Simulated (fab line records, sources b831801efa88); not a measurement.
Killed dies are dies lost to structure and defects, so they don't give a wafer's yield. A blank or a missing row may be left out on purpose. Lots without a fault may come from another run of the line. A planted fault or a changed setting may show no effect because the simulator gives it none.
Which tool did it? | flow sky130 | 13 lots, 39 wafers sampled, at 4 steps of a route of 708

WHAT THE GAUGES READ, wafer by wafer
SKY_SONOS_TUNNEL_CD_MEAS_07: target cd 410 nm.
lot  | measured     | on        | cd_nm (nm)
L414 | day 12 07:31 | cd_sem-02 | 413.0 412.1 411.6
L415 | day 12 12:12 | cd_sem-01 | 410.0 408.3 410.4
L416 | day 12 18:51 | cd_sem-02 | 412.2 411.8 410.5
L417 | day 13 06:27 | cd_sem-01 | 408.8 409.0 408.8
L419 | day 13 17:29 | cd_sem-02 | 409.3 409.8 408.5
L423 | day 14 22:52 | cd_sem-01 | 410.8 410.6 410.3
L424 | day 15 05:16 | cd_sem-02 | 408.5 409.4 408.6
L429 | day 16 16:05 | cd_sem-02 | 409.7 408.8 409.0
L430 | day 17 04:26 | cd_sem-01 | 408.2 408.1 410.8
L431 | day 17 06:38 | cd_sem-01 | 410.7 410.3 411.1
L432 | day 17 21:33 | cd_sem-01 | 413.4 415.0 414.6
L433 | day 18 08:23 | cd_sem-01 | 407.6 408.0 408.0
L435 | day 18 22:34 | cd_sem-02 | 411.0 411.1 409.1

SKY_POLY_CUT_OVL_MEAS_09.
lot  | measured     | on         | POLY_CUT_OVL (nm)
L414 | day 25 07:58 | overlay-01 | 4 7 3
L415 | day 25 13:53 | overlay-01 | 0 -5 -7
L416 | day 25 19:41 | overlay-02 | -1 5 -1
L417 | day 25 23:55 | overlay-02 | 6 7 0
L419 | day 26 19:33 | overlay-02 | 8 5 -5
L423 | day 28 05:34 | overlay-02 | 1 -1 7
L424 | day 28 08:48 | overlay-02 | 10 6 10
L429 | day 29 21:08 | overlay-02 | -1 0 2
L430 | day 30 13:50 | overlay-02 | 2 2 1
L431 | day 30 15:58 | overlay-02 | -2 0 -3
L432 | day 31 03:07 | overlay-02 | 1 -1 0
L433 | day 31 09:41 | overlay-02 | 6 4 6
L435 | day 31 20:06 | overlay-01 | 8 3 1

WHICH TOOL RAN EACH LOT (tool, then ch and the chambers of the sampled wafers, then the start)
lot  | SKY_LDD_HVN_STRIP_09                 | SKY_LDD_HVP_SOFTBAKE_03
L414 | plasma_asher-04 ch 0,1, day 21 12:02 | litho_track-02 ch 0, day 22 02:53
L415 | plasma_asher-01 ch 0,1, day 21 17:07 | litho_track-04 ch 0, day 22 08:13
L416 | plasma_asher-04 ch 0,1, day 22 00:23 | litho_track-02 ch 0, day 22 16:12
L417 | plasma_asher-02 ch 0,1, day 22 05:34 | litho_track-03 ch 0, day 22 21:01
L419 | plasma_asher-02 ch 0,1, day 23 01:08 | litho_track-03 ch 0, day 23 15:41
L423 | plasma_asher-02 ch 0,1, day 24 12:16 | litho_track-03 ch 0, day 25 03:55
L424 | plasma_asher-04 ch 0,1, day 24 15:16 | litho_track-03 ch 0, day 25 07:01
L429 | plasma_asher-01 ch 0,1, day 26 03:35 | litho_track-04 ch 0, day 26 18:29
L430 | plasma_asher-02 ch 0,1, day 26 19:16 | litho_track-04 ch 0, day 27 09:32
L431 | plasma_asher-02 ch 1, day 26 22:35   | litho_track-02 ch 0, day 27 12:09
L432 | plasma_asher-04 ch 0,1, day 27 10:50 | litho_track-04 ch 0, day 28 01:32
L433 | plasma_asher-01 ch 0,1, day 27 18:53 | litho_track-04 ch 0, day 28 08:23
L435 | plasma_asher-02 ch 0,1, day 28 04:29 | litho_track-03 ch 0, day 28 18:34
- SKY_LDD_HVN_STRIP_09: strips in O2/N2.
- SKY_LDD_HVP_SOFTBAKE_03: time 60 s.

WHAT THE TOOLS THEMSELVES READ (means of the sampled wafers that have a number; where no wafer has one, the mark that the record gives instead)
SKY_LDD_HVN_STRIP_09.
lot  | tool            | drypump_motor_current_A (A) | oes_product_au (a.u.) | strip_time_to_endpoint_s (s)
L414 | plasma_asher-04 | 5.7                         | 0.407                 | 4.128
L415 | plasma_asher-01 | 6.0                         | 0.406                 | 4.128
L416 | plasma_asher-04 | 5.7                         | 0.409                 | 4.127
L417 | plasma_asher-02 | 5.7                         | 0.409                 | 4.120
L419 | plasma_asher-02 | 5.3                         | 0.407                 | 4.124
L423 | plasma_asher-02 | 5.3                         | 0.407                 | 4.112
L424 | plasma_asher-04 | 5.7                         | 0.410                 | 4.113
L429 | plasma_asher-01 | 6.3                         | 0.410                 | 4.124
L430 | plasma_asher-02 | 5.6                         | 0.410                 | 4.138
L431 | plasma_asher-02 | 5.0                         | 0.409                 | 4.163
L432 | plasma_asher-04 | 5.7                         | 0.404                 | 4.105
L433 | plasma_asher-01 | 6.0                         | 0.407                 | 4.128
L435 | plasma_asher-02 | 5.7                         | 0.408                 | 4.147

SKY_LDD_HVP_SOFTBAKE_03.
lot  | tool           | heater_power_total_W (W) | plate_temp_C (C)
L414 | litho_track-02 | 56.62                    | 89.93
L415 | litho_track-04 | 56.60                    | 89.85
L416 | litho_track-02 | 56.60                    | 90.20
L417 | litho_track-03 | 56.60                    | 90.09
L419 | litho_track-03 | 56.62                    | 89.89
L423 | litho_track-03 | 57.41                    | 90.82
L424 | litho_track-03 | 57.37                    | 90.78
L429 | litho_track-04 | 56.61                    | 89.84
L430 | litho_track-04 | 56.58                    | 90.01
L431 | litho_track-02 | 56.61                    | 90.04
L432 | litho_track-04 | 56.48                    | 90.16
L433 | litho_track-04 | 56.60                    | 90.08
L435 | litho_track-03 | 56.61                    | 89.94

THE ANSWER, worked out from the rows above alone
Rule: what is usual is taken from the lots themselves. Put in order of their means at a reading, lots are off if they are a third of the lots or fewer, leave a main group of 4 or more, and stand apart from it by a gap of 3 or more times the standard deviation of the main group's means; of several such gaps the widest counts. A main group whose means are all the same, to the digits that the tables above print for the reading, isn't used. A lot without any number at a reading at which 4 lots or more have one is off too. The other lots that the step has rows for count as sound. The gauges are gone through in route order, then the tools' own readings, and for those a lot's mean is taken as printed above. The first step at which some lot is off is used, and at that step the reading that is off furthest; a lot without a number counts as furthest.
Off: L423, L424, at SKY_LDD_HVP_SOFTBAKE_03 (heater_power_total_W). The main group: mean 56.59 W, standard deviation 0.037.
A tool fits if, at that step or a process step before it, it ran every lot that is off, and no sound lot after the first of them. None of those tried fits.

WHAT THE SIMULATOR HAD PUT IN
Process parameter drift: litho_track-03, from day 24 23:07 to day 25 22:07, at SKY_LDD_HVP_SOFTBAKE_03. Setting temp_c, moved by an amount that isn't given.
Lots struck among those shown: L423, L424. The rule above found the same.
